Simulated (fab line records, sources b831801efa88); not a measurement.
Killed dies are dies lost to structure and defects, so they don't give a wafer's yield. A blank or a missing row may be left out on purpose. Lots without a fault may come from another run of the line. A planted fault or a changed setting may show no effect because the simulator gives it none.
fab line records | flow gf180mcu
record lots=5 wafers=15 last_day=33
route steps=602 shown NWELL@44 LVPWELL@54 MVSD@66 MVPSD@78
lots that met no fault: from a run of the same line without faults
start_h: hours from the record's first day to the start of the lot's first wafer shown | wait_h: hours since the lot's step before | " the same as in the row above | L1.1+2: a row that stands for several wafers | - no value, or no start given | * or withheld: withheld | < > ~ a bound
route shown NAME@n: a module of which the file shows steps, and the number in the route of the first | usual: mean/standard deviation of fault-free wafers | same: alike in all rows | chamber/n: place in a boat | sites: the reading at each site | _std_site: their standard deviation | _edge_site: outer sites' mean less inner sites' | radius_mm: how far each site lies from the wafer's centre | mask NAME#n: copy n | behind: the tool/chamber that last shaped the wafer | hold: why the lot was held/for how many hours/how that ended | device: the transistor (n, p or np) that didn't switch | end of line: the same wafers' tests at the end of the route | a step without rows: its recipe alone | killed: dies lost to structure and defects at the first sort, not the wafer's yield | map: a wafer's dies, x killed, . not, _ none there
set.NAME: the setting as run; set.NAME@STEP: as run at that earlier step | model.NAME: the simulator's own value behind a step, which no gauge read
lots at some steps of the route; a table a step, a row a wafer
services: from which hour (start_h, from the record's first day; less than 0 if before it) a tool's chamber was out of use, for how many hours, and why
## steps
# step GF_NWELL_COAT_02
# recipe spin_rpm=2000 resist_thk_nm=3000
# columns lot.wafer tool chamber start_h wait_h
L078.1+3+4 litho_track-01 0 73.93 0.1
L080.1+3+5 litho_track-03 0 81.84 0.1
L088.2+4+5 litho_track-04 0 122.38 0.1
L090.1+2+4 litho_track-01 0 134.38 0.1
L091.3+4+5 litho_track-04 0 140.30 0.1
# step GF_NWELL_SOFTBAKE_03
# recipe temp_c=110 time_s=withheld
# columns lot.wafer tool chamber start_h wait_h
L078.1+3+4 litho_track-01 0 74.08 0.1
L080.1+3+5 litho_track-03 0 81.99 0.1
L088.2+4+5 litho_track-04 0 122.53 0.1
L090.1+2+4 litho_track-01 0 134.53 0.1
L091.3+4+5 litho_track-04 0 140.47 0.1
# step GF_NWELL_EXPOSE_04
# recipe mask_id=Nwell target_cd_nm=860 na=0.6 source_shape=conventional sigma_outer=0.6 dose_mj=260
# usual focus_offset_nm=0.1/0.5
# columns lot.wafer tool chamber start_h wait_h mask focus_offset_nm
L078.1 iline_stepper-01 0 - - Nwell#0 0.2
L078.3 " 0 " " Nwell#0 -0.6
L078.4 " 0 " " Nwell#0 0.1
L080.1 iline_stepper-02 0 - - Nwell#0 0.6
L080.3 " 0 " " Nwell#0 0.6
L080.5 " 0 " " Nwell#0 0.4
L088.2 iline_stepper-02 0 - - Nwell#0 0.7
L088.4 " 0 " " Nwell#0 -0.6
L088.5 " 0 " " Nwell#0 -0.3
L090.1 iline_stepper-02 0 - - Nwell#0 -0.1
L090.2 " 0 " " Nwell#0 0.2
L090.4 " 0 " " Nwell#0 0.1
L091.3 iline_stepper-01 0 - - Nwell#0 -0.6
L091.4 " 0 " " Nwell#0 -0.4
L091.5 " 0 " " Nwell#0 -0.4
# step GF_NWELL_PEB_05
# recipe temp_c=115 time_s=withheld
# columns lot.wafer tool chamber start_h wait_h
L078.1+3+4 litho_track-03 0 - -
L080.1+3+5 litho_track-01 0 - -
L088.2+4+5 litho_track-04 0 - -
L090.1+2+4 litho_track-04 0 - -
L091.3+4+5 litho_track-01 0 - -
# step GF_NWELL_DEVELOP_06
# recipe wall_angle_deg=90 develop_time_s=60 dev_temp_c=23
# columns lot.wafer tool chamber start_h wait_h
L078.1+3+4 litho_track-03 0 - -
L080.1+3+5 litho_track-01 0 - -
L088.2+4+5 litho_track-04 0 - -
L090.1+2+4 litho_track-04 0 - -
L091.3+4+5 litho_track-01 0 - -
# step GF_NWELL_OVL_MEAS_07
# usual NWELL_OVL=-1.0/1.5
# columns lot.wafer tool chamber start_h wait_h NWELL_OVL[nm]
L078.1 overlay-01 - 80.94 - -0.1
L078.3 " - " " -1.4
L078.4 " - " " -2.0
L080.1 overlay-01 - 88.93 - -1.6
L080.3 " - " " -3.1
L080.5 " - " " -3.3
L088.2 overlay-02 - 129.51 - 1.1
L088.4 " - " " 0.3
L088.5 " - " " 0.8
L090.1 overlay-02 - 142.50 - 0.3
L090.2 " - " " -0.6
L090.4 " - " " -0.9
L091.3 overlay-02 - 148.44 - -1.8
L091.4 " - " " -2.9
L091.5 " - " " -1.5
# step GF_NWELL_IMPLANT_08
# recipe species=P energy_kev=450 dose_cm2=1.5e+13 tilt_deg=0
# usual beam_on_s=9.99/0.2
# columns lot.wafer tool chamber start_h wait_h beam_on_s
L078.1 implanter-02 0 80.98 0.0 10.24
L078.3 " 0 " " 10.14
L078.4 " 0 " " 10.27
L080.1 implanter-04 0 88.97 0.0 9.86
L080.3 " 0 " " 10.01
L080.5 " 0 " " 9.69
L088.2 implanter-02 0 129.56 0.0 9.62
L088.4 " 0 " " 9.65
L088.5 " 0 " " 10.01
L090.1 implanter-04 0 142.54 0.0 9.82
L090.2 " 0 " " 10.17
L090.4 " 0 " " 10.10
L091.3 implanter-03 0 148.52 0.1 10.11
L091.4 " 0 " " 9.93
L091.5 " 0 " " 10.01
# step GF_NWELL_IMPLANT_09
# recipe species=P energy_kev=160 dose_cm2=4e+12 tilt_deg=0
# usual beam_on_s=10.00/0.22
# columns lot.wafer tool chamber start_h wait_h beam_on_s
L078.1 implanter-02 0 81.13 0.1 10.44
L078.3 " 0 " " 9.86
L078.4 " 0 " " 10.20
L080.1 implanter-04 0 89.12 0.1 9.91
L080.3 " 0 " " 9.90
L080.5 " 0 " " 9.66
L088.2 implanter-02 0 129.71 0.1 9.98
L088.4 " 0 " " 9.79
L088.5 " 0 " " 10.01
L090.1 implanter-04 0 142.69 0.1 9.78
L090.2 " 0 " " 9.77
L090.4 " 0 " " 10.07
L091.3 implanter-03 0 148.67 0.1 9.76
L091.4 " 0 " " 9.82
L091.5 " 0 " " 9.72
# step GF_NWELL_STRIP_10
# recipe chemistry=O2/N2 power_w=1400 pressure_mtorr=1500 platen_temp_c=250 o2_flow_sccm=3000 n2_flow_sccm=300 overash_fraction=0.5
# usual drypump_motor_current_A=5.7/0.44 heater_power_w=320/22 oes_product_au=0.722/0.0047 strip_time_to_endpoint_s=36.97/0.084
# columns lot.wafer tool chamber start_h wait_h drypump_motor_current_A heater_power_w oes_product_au rf_hours_counter_h strip_time_to_endpoint_s
L078.1 plasma_asher-02 1 81.28 0.1 6.3 363 0.723 41 36.92
L078.3 " 0 " " 5.9 303 0.730 - 36.91
L078.4 " 1 " " 6.3 357 0.719 - 36.88
L080.1 plasma_asher-01 1 89.27 0.1 6.1 315 0.713 28 36.86
L080.3 " 1 " " 6.1 311 0.724 - 36.84
L080.5 " 1 " " 6.1 317 0.716 - 36.90
L088.2 plasma_asher-04 1 129.84 0.1 5.2 308 0.720 50 36.93
L088.4 " 1 " " 5.3 307 0.714 - 36.86
L088.5 " 0 " " 5.2 312 0.726 - 36.89
L090.1 plasma_asher-01 0 142.84 0.1 5.6 351 0.725 34 36.94
L090.2 " 1 " " 6.1 312 0.720 34 36.93
L090.4 " 0 " " 5.6 342 0.723 - 36.88
L091.3 plasma_asher-04 0 148.80 0.1 5.2 313 0.724 - 36.90
L091.4 " 1 " " 5.2 308 0.721 - 36.95
L091.5 " 1 " " 5.3 300 0.716 - 37.02
# step GF_NWELL_TW_MEAS_11
# usual NWELL_TW=1554/12
# columns lot.wafer tool chamber start_h wait_h NWELL_TW
L078.1 film_metro-02 - 81.38 0.1 1547
L078.3 " - " " 1542
L078.4 " - " " 1541
L080.1 film_metro-03 - 89.37 0.1 1564
L080.3 " - " " 1565
L080.5 " - " " 1559
L088.2 film_metro-03 - 129.95 0.1 1575
L088.4 " - " " 1568
L088.5 " - " " 1569
L090.1 film_metro-01 - 142.94 0.1 1553
L090.2 " - " " 1549
L090.4 " - " " 1549
L091.3 film_metro-01 - 148.89 0.1 1541
L091.4 " - " " 1550
L091.5 " - " " 1540
# step GF_LVPWELL_DEHYDRATE_00
# recipe temp_c=200 time_s=60
# columns lot.wafer tool chamber start_h wait_h
L078.1+3+4 litho_track-01 0 87.28 5.9
L080.1+3+5 litho_track-02 0 95.87 6.5
L088.2+4+5 litho_track-04 0 137.18 7.2
L090.1+2+4 litho_track-04 0 150.00 7.1
L091.3+4+5 litho_track-01 0 156.08 7.2
# step GF_LVPWELL_HMDS_01
# recipe prime_time_s=60 prime_temp_c=120
# same prime_time_s=60
# columns lot.wafer tool chamber start_h wait_h
L078.1+3+4 litho_track-01 0 87.43 0.1
L080.1+3+5 litho_track-02 0 96.02 0.1
L088.2+4+5 litho_track-04 0 137.33 0.1
L090.1+2+4 litho_track-04 0 150.15 0.1
L091.3+4+5 litho_track-01 0 156.23 0.1
# step GF_LVPWELL_COAT_02
# recipe spin_rpm=2000 resist_thk_nm=3000
# columns lot.wafer tool chamber start_h wait_h
L078.1+3+4 litho_track-01 0 87.58 0.1
L080.1+3+5 litho_track-02 0 96.17 0.1
L088.2+4+5 litho_track-04 0 137.48 0.1
L090.1+2+4 litho_track-04 0 150.30 0.1
L091.3+4+5 litho_track-01 0 156.38 0.1
# step GF_LVPWELL_SOFTBAKE_03
# recipe temp_c=110 time_s=withheld
# columns lot.wafer tool chamber start_h wait_h
L078.1+3+4 litho_track-01 0 87.73 0.1
L080.1+3+5 litho_track-02 0 96.32 0.1
L088.2+4+5 litho_track-04 0 137.63 0.1
L090.1+2+4 litho_track-04 0 150.45 0.1
L091.3+4+5 litho_track-01 0 156.55 0.1
# step GF_LVPWELL_EXPOSE_04
# recipe mask_id=LVPWELL target_cd_nm=600 na=0.6 source_shape=conventional sigma_outer=0.6 dose_mj=260
# usual focus_offset_nm=0.0/0.54
# columns lot.wafer tool chamber start_h wait_h mask focus_offset_nm
L078.1 iline_stepper-01 0 - - LVPWELL#0 0.5
L078.3 " 0 " " LVPWELL#0 -0.2
L078.4 " 0 " " LVPWELL#0 0.9
L080.1 iline_stepper-02 0 - - LVPWELL#0 -0.1
L080.3 " 0 " " LVPWELL#0 -0.4
L080.5 " 0 " " LVPWELL#0 0.4
L088.2 iline_stepper-02 0 - - LVPWELL#0 -0.3
L088.4 " 0 " " LVPWELL#0 -0.4
L088.5 " 0 " " LVPWELL#0 -0.2
L090.1 iline_stepper-02 0 - - LVPWELL#0 0.4
L090.2 " 0 " " LVPWELL#0 0.4
L090.4 " 0 " " LVPWELL#0 0.8
L091.3 iline_stepper-01 0 - - LVPWELL#0 -0.5
L091.4 " 0 " " LVPWELL#0 -0.6
L091.5 " 0 " " LVPWELL#0 -0.2
# step GF_LVPWELL_PEB_05
# recipe temp_c=115 time_s=withheld
# columns lot.wafer tool chamber start_h wait_h
L078.1+3+4 litho_track-04 0 - -
L080.1+3+5 litho_track-02 0 - -
L088.2+4+5 litho_track-01 0 - -
L090.1+2+4 litho_track-04 0 - -
L091.3+4+5 litho_track-02 0 - -
# step GF_LVPWELL_DEVELOP_06
# recipe wall_angle_deg=90 develop_time_s=60 dev_temp_c=23
# columns lot.wafer tool chamber start_h wait_h
L078.1+3+4 litho_track-04 0 - -
L080.1+3+5 litho_track-02 0 - -
L088.2+4+5 litho_track-01 0 - -
L090.1+2+4 litho_track-04 0 - -
L091.3+4+5 litho_track-02 0 - -
# step GF_LVPWELL_OVL_MEAS_07
# usual LVPWELL_OVL=-0.4/1.6
# columns lot.wafer tool chamber start_h wait_h LVPWELL_OVL[nm]
L078.1 overlay-01 - 94.70 - -3.3
L078.3 " - " " -4.2
L078.4 " - " " -1.0
L080.1 overlay-01 - 103.52 - 1.2
L080.3 " - " " 0.1
L080.5 " - " " 1.3
L088.2 overlay-02 - 145.29 - 1.2
L088.4 " - " " -0.9
L088.5 " - " " -1.5
L090.1 overlay-01 - 158.80 - -2.0
L090.2 " - " " -0.5
L090.4 " - " " -0.9
L091.3 overlay-02 - 164.23 - -1.0
L091.4 " - " " -0.1
L091.5 " - " " -0.9
# step GF_LVPWELL_IMPLANT_08
# recipe species=B energy_kev=170 dose_cm2=1.5e+13 tilt_deg=0
# usual beam_on_s=10.00/0.2
# columns lot.wafer tool chamber start_h wait_h beam_on_s
L078.1 implanter-02 0 94.74 0.0 10.03
L078.3 " 0 " " 10.08
L078.4 " 0 " " 10.23
L080.1 implanter-02 0 103.56 0.0 9.84
L080.3 " 0 " " 10.22
L080.5 " 0 " " 9.86
L088.2 implanter-03 0 145.34 0.0 9.96
L088.4 " 0 " " 10.27
L088.5 " 0 " " 10.16
L090.1 implanter-01 0 158.84 0.0 9.74
L090.2 " 0 " " 10.04
L090.4 " 0 " " 9.65
L091.3 implanter-03 0 164.30 0.1 10.10
L091.4 " 0 " " 9.82
L091.5 " 0 " " 9.90
# step GF_LVPWELL_IMPLANT_09
# recipe species=B energy_kev=60 dose_cm2=5e+12 tilt_deg=0
# usual beam_on_s=10.00/0.18
# columns lot.wafer tool chamber start_h wait_h beam_on_s
L078.1 implanter-02 0 94.89 0.1 9.96
L078.3 " 0 " " 10.32
L078.4 " 0 " " 9.96
L080.1 implanter-02 0 103.71 0.1 9.84
L080.3 " 0 " " 10.04
L080.5 " 0 " " 9.90
L088.2 implanter-03 0 145.49 0.1 9.78
L088.4 " 0 " " 9.90
L088.5 " 0 " " 10.10
L090.1 implanter-01 0 158.99 0.1 10.12
L090.2 " 0 " " 10.13
L090.4 " 0 " " 10.18
L091.3 implanter-03 0 164.45 0.1 9.86
L091.4 " 0 " " 10.06
L091.5 " 0 " " 9.77
# step GF_LVPWELL_STRIP_10
# recipe chemistry=O2/N2 power_w=1400 pressure_mtorr=1500 platen_temp_c=250 o2_flow_sccm=3000 n2_flow_sccm=300 overash_fraction=0.5
# usual drypump_motor_current_A=5.6/0.43 heater_power_w=321/22 oes_product_au=0.722/0.0048 strip_time_to_endpoint_s=36.95/0.11
# columns lot.wafer tool chamber start_h wait_h drypump_motor_current_A heater_power_w oes_product_au rf_hours_counter_h strip_time_to_endpoint_s
L078.1 plasma_asher-04 1 95.04 0.1 5.2 308 0.720 46 37.05
L078.3 " 0 " " 5.2 301 0.731 - 37.10
L078.4 " 1 " " 5.2 307 0.724 - 36.88
L080.1 plasma_asher-04 1 103.86 0.1 5.3 305 0.718 47 36.76
L080.3 " 0 " " 5.2 305 0.734 - 36.80
L080.5 " 1 " " 5.3 300 0.717 - 36.80
L088.2 plasma_asher-04 0 145.62 0.1 5.2 299 0.721 52 36.84
L088.4 " 0 " " 5.2 302 0.732 - 36.81
L088.5 " 1 " " 5.3 307 0.721 - 36.80
L090.1 plasma_asher-04 0 159.14 0.1 5.2 311 0.722 54 36.96
L090.2 " 1 " " 5.2 304 0.724 54 36.85
L090.4 " 0 " " 5.2 310 0.721 - 37.03
L091.3 plasma_asher-04 1 164.59 0.1 5.3 308 0.719 - 36.73
L091.4 " 0 " " 5.2 307 0.724 - 36.89
L091.5 " 0 " " 5.2 310 0.723 - 36.88
# step GF_LVPWELL_TW_MEAS_11
# usual LVPWELL_TW=554/3.8
# columns lot.wafer tool chamber start_h wait_h LVPWELL_TW
L078.1 film_metro-03 - 95.14 0.1 557
L078.3 " - " " 559
L078.4 " - " " 558
L080.1 film_metro-02 - 103.96 0.1 553
L080.3 " - " " 550
L080.5 " - " " 553
L088.2 film_metro-02 - 145.73 0.1 551
L088.4 " - " " 550
L088.5 " - " " 551
L090.1 film_metro-02 - 159.24 0.1 556
L090.2 " - " " 552
L090.4 " - " " 552
L091.3 film_metro-02 - 164.67 0.1 554
L091.4 " - " " 555
L091.5 " - " " 551
# step GF_MVSD_DEHYDRATE_00
# recipe temp_c=200 time_s=60
# columns lot.wafer tool chamber start_h wait_h
L078.1+3+4 litho_track-01 0 101.38 6.2
L080.1+3+5 litho_track-01 0 110.38 6.4
L088.2+4+5 litho_track-02 0 152.69 7.0
L090.1+2+4 litho_track-03 0 166.49 7.2
L091.3+4+5 litho_track-03 0 172.99 8.3
# step GF_MVSD_HMDS_01
# recipe prime_time_s=60 prime_temp_c=120
# same prime_time_s=60
# columns lot.wafer tool chamber start_h wait_h
L078.1+3+4 litho_track-01 0 101.53 0.1
L080.1+3+5 litho_track-01 0 110.53 0.1
L088.2+4+5 litho_track-02 0 152.84 0.1
L090.1+2+4 litho_track-03 0 166.64 0.1
L091.3+4+5 litho_track-03 0 173.14 0.1
# step GF_MVSD_COAT_02
# recipe spin_rpm=2000 resist_thk_nm=3000
# columns lot.wafer tool chamber start_h wait_h
L078.1+3+4 litho_track-01 0 101.68 0.1
L080.1+3+5 litho_track-01 0 110.68 0.1
L088.2+4+5 litho_track-02 0 152.99 0.1
L090.1+2+4 litho_track-03 0 166.79 0.1
L091.3+4+5 litho_track-03 0 173.29 0.1
# step GF_MVSD_SOFTBAKE_03
# recipe temp_c=110 time_s=withheld
# columns lot.wafer tool chamber start_h wait_h
L078.1+3+4 litho_track-01 0 101.83 0.1
L080.1+3+5 litho_track-01 0 110.83 0.1
L088.2+4+5 litho_track-02 0 153.15 0.1
L090.1+2+4 litho_track-03 0 166.94 0.1
L091.3+4+5 litho_track-03 0 173.46 0.1
# step GF_MVSD_EXPOSE_04
# recipe mask_id=MVSD target_cd_nm=1000 na=0.6 source_shape=conventional sigma_outer=0.6 dose_mj=260
# usual focus_offset_nm=0.1/0.43
# columns lot.wafer tool chamber start_h wait_h mask focus_offset_nm
L078.1 iline_stepper-02 0 - - MVSD#0 0.4
L078.3 " 0 " " MVSD#0 0.3
L078.4 " 0 " " MVSD#0 0.2
L080.1 iline_stepper-01 0 - - MVSD#0 0.2
L080.3 " 0 " " MVSD#0 0.0
L080.5 " 0 " " MVSD#0 0.1
L088.2 iline_stepper-02 0 - - MVSD#0 0.1
L088.4 " 0 " " MVSD#0 -0.7
L088.5 " 0 " " MVSD#0 0.1
L090.1 iline_stepper-02 0 - - MVSD#0 0.1
L090.2 " 0 " " MVSD#0 0.5
L090.4 " 0 " " MVSD#0 -0.5
L091.3 iline_stepper-01 0 - - MVSD#0 0.3
L091.4 " 0 " " MVSD#0 0.6
L091.5 " 0 " " MVSD#0 0.2
# step GF_MVSD_PEB_05
# recipe temp_c=115 time_s=withheld
# columns lot.wafer tool chamber start_h wait_h
L078.1+3+4 litho_track-01 0 - -
L080.1+3+5 litho_track-02 0 - -
L088.2+4+5 litho_track-01 0 - -
L090.1+2+4 litho_track-01 0 - -
L091.3+4+5 litho_track-01 0 - -
# step GF_MVSD_DEVELOP_06
# recipe wall_angle_deg=90 develop_time_s=60 dev_temp_c=23
# columns lot.wafer tool chamber start_h wait_h
L078.1+3+4 litho_track-01 0 - -
L080.1+3+5 litho_track-02 0 - -
L088.2+4+5 litho_track-01 0 - -
L090.1+2+4 litho_track-01 0 - -
L091.3+4+5 litho_track-01 0 - -
# step GF_MVSD_OVL_MEAS_07
# usual MVSD_OVL=-0.7/1.4
# columns lot.wafer tool chamber start_h wait_h MVSD_OVL[nm]
L078.1 overlay-01 - 109.03 - -1.9
L078.3 " - " " -0.3
L078.4 " - " " 0.6
L080.1 overlay-02 - 118.32 - -0.2
L080.3 " - " " 0.0
L080.5 " - " " -0.3
L088.2 overlay-02 - 160.89 - -1.6
L088.4 " - " " -1.6
L088.5 " - " " -2.2
L090.1 overlay-02 - 175.43 - -0.2
L090.2 " - " " -0.2
L090.4 " - " " -0.5
L091.3 overlay-02 - 181.74 - -1.8
L091.4 " - " " -1.0
L091.5 " - " " 0.7
# step GF_MVSD_IMPLANT_08
# recipe species=P energy_kev=400 dose_cm2=1.6e+13 tilt_deg=0
# usual beam_on_s=10.01/0.2
# columns lot.wafer tool chamber start_h wait_h beam_on_s
L078.1 implanter-03 0 109.07 0.0 10.16
L078.3 " 0 " " 9.74
L078.4 " 0 " " 10.13
L080.1 implanter-03 0 118.36 0.0 9.97
L080.3 " 0 " " 10.17
L080.5 " 0 " " 10.30
L088.2 implanter-01 0 160.94 0.0 9.97
L088.4 " 0 " " 9.91
L088.5 " 0 " " 9.70
L090.1 implanter-01 0 175.47 0.0 10.25
L090.2 " 0 " " 9.89
L090.4 " 0 " " 10.10
L091.3 implanter-03 0 181.82 0.1 9.84
L091.4 " 0 " " 9.87
L091.5 " 0 " " 10.25
# step GF_MVSD_IMPLANT_09
# recipe species=P energy_kev=100 dose_cm2=5e+12 tilt_deg=0
# usual beam_on_s=10.01/0.21
# columns lot.wafer tool chamber start_h wait_h beam_on_s
L078.1 implanter-03 0 109.22 0.1 9.76
L078.3 " 0 " " 9.95
L078.4 " 0 " " 10.10
L080.1 implanter-03 0 118.51 0.1 10.15
L080.3 " 0 " " 10.08
L080.5 " 0 " " 10.06
L088.2 implanter-01 0 161.09 0.1 9.76
L088.4 " 0 " " 10.17
L088.5 " 0 " " 9.39
L090.1 implanter-01 0 175.62 0.1 9.90
L090.2 " 0 " " 9.95
L090.4 " 0 " " 10.18
L091.3 implanter-03 0 181.97 0.1 9.86
L091.4 " 0 " " 10.28
L091.5 " 0 " " 10.13
# step GF_MVSD_STRIP_10
# recipe chemistry=O2/N2 power_w=1400 pressure_mtorr=1500 platen_temp_c=250 o2_flow_sccm=3000 n2_flow_sccm=300 overash_fraction=0.5
# usual drypump_motor_current_A=5.9/0.3 heater_power_w=333/23 oes_product_au=0.722/0.0048 strip_time_to_endpoint_s=36.99/0.096
# columns lot.wafer tool chamber start_h wait_h drypump_motor_current_A heater_power_w oes_product_au rf_hours_counter_h strip_time_to_endpoint_s
L078.1 plasma_asher-03 0 109.37 0.1 6.1 323 0.721 45 36.95
L078.3 " 0 " " 6.1 321 0.727 - 37.02
L078.4 " 1 " " 5.5 359 0.713 - 36.83
L080.1 plasma_asher-02 1 118.66 0.1 6.4 346 0.717 0 36.91
L080.3 " 0 " " 5.9 297 0.719 - 36.88
L080.5 " 1 " " 6.4 355 0.718 - 36.80
L088.2 plasma_asher-03 0 161.22 0.1 6.1 322 0.714 50 36.94
L088.4 " 0 " " 6.1 330 0.724 - 36.91
L088.5 " 1 " " 5.5 372 0.724 - 37.01
L090.1 plasma_asher-01 0 175.77 0.1 5.5 351 0.734 38 37.06
L090.2 " 1 " " 6.1 308 0.724 38 37.19
L090.4 " 1 " " 6.1 307 0.715 - 37.05
L091.3 plasma_asher-01 1 182.10 0.1 6.1 312 0.724 - 36.85
L091.4 " 0 " " 5.6 354 0.725 - 37.08
L091.5 " 1 " " 6.1 303 0.731 - 37.00
# step GF_MVSD_TW_MEAS_11
# usual MVSD_TW=1564/13
# columns lot.wafer tool chamber start_h wait_h MVSD_TW
L078.1 film_metro-03 - 109.47 0.1 1576
L078.3 " - " " 1574
L078.4 " - " " 1575
L080.1 film_metro-03 - 118.76 0.1 1573
L080.3 " - " " 1567
L080.5 " - " " 1562
L088.2 film_metro-01 - 161.33 0.1 1541
L088.4 " - " " 1534
L088.5 " - " " 1538
L090.1 film_metro-02 - 175.87 0.1 1545
L090.2 " - " " 1557
L090.4 " - " " 1558
L091.3 film_metro-02 - 182.19 0.1 1566
L091.4 " - " " 1559
L091.5 " - " " 1554
# step GF_MVPSD_DEHYDRATE_00
# recipe temp_c=200 time_s=60
# columns lot.wafer tool chamber start_h wait_h
L078.1+3+4 litho_track-04 0 116.35 6.9
L080.1+3+5 litho_track-03 0 125.34 6.6
L088.2+4+5 litho_track-02 0 169.09 7.8
L090.1+2+4 litho_track-04 0 183.20 7.3
L091.3+4+5 litho_track-02 0 189.97 7.8
# step GF_MVPSD_HMDS_01
# recipe prime_time_s=60 prime_temp_c=120
# same prime_time_s=60
# columns lot.wafer tool chamber start_h wait_h
L078.1+3+4 litho_track-04 0 116.50 0.1
L080.1+3+5 litho_track-03 0 125.49 0.1
L088.2+4+5 litho_track-02 0 169.24 0.1
L090.1+2+4 litho_track-04 0 183.35 0.1
L091.3+4+5 litho_track-02 0 190.12 0.1
# step GF_MVPSD_COAT_02
# recipe spin_rpm=2000 resist_thk_nm=3000
# columns lot.wafer tool chamber start_h wait_h
L078.1+3+4 litho_track-04 0 116.65 0.1
L080.1+3+5 litho_track-03 0 125.64 0.1
L088.2+4+5 litho_track-02 0 169.39 0.1
L090.1+2+4 litho_track-04 0 183.50 0.1
L091.3+4+5 litho_track-02 0 190.27 0.1
# step GF_MVPSD_SOFTBAKE_03
# recipe temp_c=110 time_s=withheld
# columns lot.wafer tool chamber start_h wait_h
L078.1+3+4 litho_track-04 0 116.80 0.1
L080.1+3+5 litho_track-03 0 125.79 0.1
L088.2+4+5 litho_track-02 0 169.55 0.1
L090.1+2+4 litho_track-04 0 183.65 0.1
L091.3+4+5 litho_track-02 0 190.44 0.1
# step GF_MVPSD_EXPOSE_04
# recipe mask_id=MVPSD target_cd_nm=1000 na=0.6 source_shape=conventional sigma_outer=0.6 dose_mj=260
# usual focus_offset_nm=0.1/0.52
# columns lot.wafer tool chamber start_h wait_h mask focus_offset_nm
L078.1 iline_stepper-02 0 - - MVPSD#0 -0.2
L078.3 " 0 " " MVPSD#0 0.4
L078.4 " 0 " " MVPSD#0 -0.5
L080.1 iline_stepper-01 0 - - MVPSD#0 -0.1
L080.3 " 0 " " MVPSD#0 -0.4
L080.5 " 0 " " MVPSD#0 0.1
L088.2 iline_stepper-01 0 - - MVPSD#0 0.3
L088.4 " 0 " " MVPSD#0 0.1
L088.5 " 0 " " MVPSD#0 0.7
L090.1 iline_stepper-02 0 - - MVPSD#0 0.3
L090.2 " 0 " " MVPSD#0 0.1
L090.4 " 0 " " MVPSD#0 0.3
L091.3 iline_stepper-02 0 - - MVPSD#0 0.7
L091.4 " 0 " " MVPSD#0 -0.4
L091.5 " 0 " " MVPSD#0 0.4
# step GF_MVPSD_PEB_05
# recipe temp_c=115 time_s=withheld
# columns lot.wafer tool chamber start_h wait_h
L078.1+3+4 litho_track-02 0 - -
L080.1+3+5 litho_track-02 0 - -
L088.2+4+5 litho_track-02 0 - -
L090.1+2+4 litho_track-04 0 - -
L091.3+4+5 litho_track-02 0 - -
# step GF_MVPSD_DEVELOP_06
# recipe wall_angle_deg=90 develop_time_s=60 dev_temp_c=23
# columns lot.wafer tool chamber start_h wait_h
L078.1+3+4 litho_track-02 0 - -
L080.1+3+5 litho_track-02 0 - -
L088.2+4+5 litho_track-02 0 - -
L090.1+2+4 litho_track-04 0 - -
L091.3+4+5 litho_track-02 0 - -
# step GF_MVPSD_OVL_MEAS_07
# usual MVPSD_OVL=0.0/1.3
# columns lot.wafer tool chamber start_h wait_h MVPSD_OVL[nm]
L078.1 overlay-02 - 124.22 - 0.3
L078.3 " - " " 0.9
L078.4 " - " " -0.5
L080.1 overlay-02 - 133.52 - 3.2
L080.3 " - " " 0.2
L080.5 " - " " 0.9
L088.2 overlay-02 - 177.82 - 0.4
L088.4 " - " " -0.8
L088.5 " - " " 1.0
L090.1 overlay-01 - 192.20 - 0.6
L090.2 " - " " 0.9
L090.4 " - " " 0.3
L091.3 overlay-01 - 198.48 - -0.1
L091.4 " - " " -0.2
L091.5 " - " " 0.1
# step GF_MVPSD_IMPLANT_08
# recipe species=B energy_kev=170 dose_cm2=1.5e+13 tilt_deg=0
# usual beam_on_s=10.01/0.2
# columns lot.wafer tool chamber start_h wait_h beam_on_s
L078.1 implanter-02 0 124.26 0.0 10.14
L078.3 " 0 " " 10.09
L078.4 " 0 " " 10.10
L080.1 implanter-02 0 133.56 0.0 10.09
L080.3 " 0 " " 10.26
L080.5 " 0 " " 9.86
L088.2 implanter-02 0 177.88 0.0 9.85
L088.4 " 0 " " 9.84
L088.5 " 0 " " 9.87
L090.1 implanter-02 0 192.24 0.0 9.84
L090.2 " 0 " " 10.13
L090.4 " 0 " " 10.03
L091.3 implanter-02 0 198.55 0.1 10.29
L091.4 " 0 " " 10.00
L091.5 " 0 " " 10.12
# step GF_MVPSD_IMPLANT_09
# recipe species=B energy_kev=40 dose_cm2=5e+12 tilt_deg=0
# usual beam_on_s=9.96/0.21
# columns lot.wafer tool chamber start_h wait_h beam_on_s
L078.1 implanter-02 0 124.41 0.1 9.94
L078.3 " 0 " " 10.27
L078.4 " 0 " " 9.68
L080.1 implanter-02 0 133.71 0.1 9.72
L080.3 " 0 " " 10.10
L080.5 " 0 " " 10.43
L088.2 implanter-02 0 178.03 0.1 9.95
L088.4 " 0 " " 10.11
L088.5 " 0 " " 9.97
L090.1 implanter-02 0 192.39 0.1 9.70
L090.2 " 0 " " 9.48
L090.4 " 0 " " 9.70
L091.3 implanter-02 0 198.70 0.1 10.49
L091.4 " 0 " " 10.06
L091.5 " 0 " " 10.06
## services
# columns tool chamber start_h hours kind
litho_track-02 - 52.03 - consumable_replace:filter
plasma_asher-03 - 56.45 0.9 repair
plasma_asher-02 - 69.69 3.1 repair
litho_track-03 - 74.69 - consumable_replace:filter
plasma_asher-02 - 84.47 0.5 repair
plasma_asher-03 - 88.39 2.8 pm
implanter-04 - 90.62 2.1 repair
implanter-01 - 95.45 3.8 repair
implanter-01 - 99.25 2.4 repair
plasma_asher-01 - 103.53 2.9 repair
plasma_asher-02 - 108.75 9.0 pm
plasma_asher-02 0 108.75 9.0 vent_cycle
iline_stepper-02 0 111.38 - calibration
implanter-02 - 119.95 4.1 pm
plasma_asher-03 - 128.55 10.4 repair
plasma_asher-01 - 154.77 2.8 pm
iline_stepper-02 - 168.37 1.7 pm
iline_stepper-01 - 171.85 1.7 pm
iline_stepper-02 - 173.55 2.1 pm
iline_stepper-02 - 175.63 - consumable_replace:lamp
iline_stepper-01 - 178.23 14.5 repair
plasma_asher-04 - 184.71 2.8 pm
implanter-01 - 190.30 4.5 repair
implanter-04 - 191.90 2.9 repair
## key
fault none
